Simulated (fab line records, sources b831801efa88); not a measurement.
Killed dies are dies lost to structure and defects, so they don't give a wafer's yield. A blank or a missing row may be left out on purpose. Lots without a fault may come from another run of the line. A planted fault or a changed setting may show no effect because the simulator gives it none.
Chamber matching | flow sky130 | SKY_FIELD_ISO_ETCH_14 on rie_diel-03: 4 sister chambers
The step etches BARC in N2/H2, stops on SiO2, time 45.9 s, target depth 60 nm. 7 wafers are shown with their chamber, then 7 later ones without.

WAFERS WITH THEIR CHAMBER
wafer  | chamber | throttle_valve_pct (%) | oes_product_au (a.u.)
L423.1 | 0       | 13.201                 | 0.860
L424.5 | 3       | 13.233                 | 0.859
L428.1 | 3       | 13.237                 | 0.853
L431.4 | 2       | 13.220                 | 0.854
L431.5 | 1       | 13.232                 | 0.850
L432.2 | 1       | 13.207                 | 0.850
L432.3 | 2       | 13.237                 | 0.858

WAFERS WITHOUT THEIR CHAMBER
wafer  | throttle_valve_pct (%) | oes_product_au (a.u.)
L432.5 | 13.224                 | 0.847
L440.1 | 13.236                 | 0.844
L440.4 | 13.225                 | 0.866
L440.5 | 13.229                 | 0.862
L442.1 | 13.243                 | 0.859
L442.3 | 13.227                 | 0.860
L442.4 | 13.214                 | 0.864

WHICH CHAMBER EACH WENT THROUGH
wafer  | from the rows above          | in truth
L432.5 | can't be placed: 1 or 2      | 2
L440.1 | can't be placed: 1 or 3 or 2 | 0
L440.4 | can't be placed: 0 or 2 or 3 | 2
L440.5 | can't be placed: 2 or 3 or 0 | 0
L442.1 | can't be placed: 3 or 2      | 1
L442.3 | can't be placed: 2 or 3 or 0 | 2
L442.4 | can't be placed: 0 or 2 or 3 | 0
Placed correctly: 0 of 7. Can't be placed from these rows: 7 (the true chamber is among the candidates in 5). Placed wrongly: 0.
How it was worked out, from the rows above alone: a wafer's distance from a chamber is the root of the sum, over the readings, of the square of ((its reading less the chamber's mean) divided by the reading's scatter). The wafer belongs to the nearest chamber; if the next one is less than 2 further off, it can't be placed. A chamber's mean is the mean of its shown wafers. The scatter: the root of (the sum of the squares of (reading less its chamber's mean) over the shown wafers, divided by (wafers less chambers)).
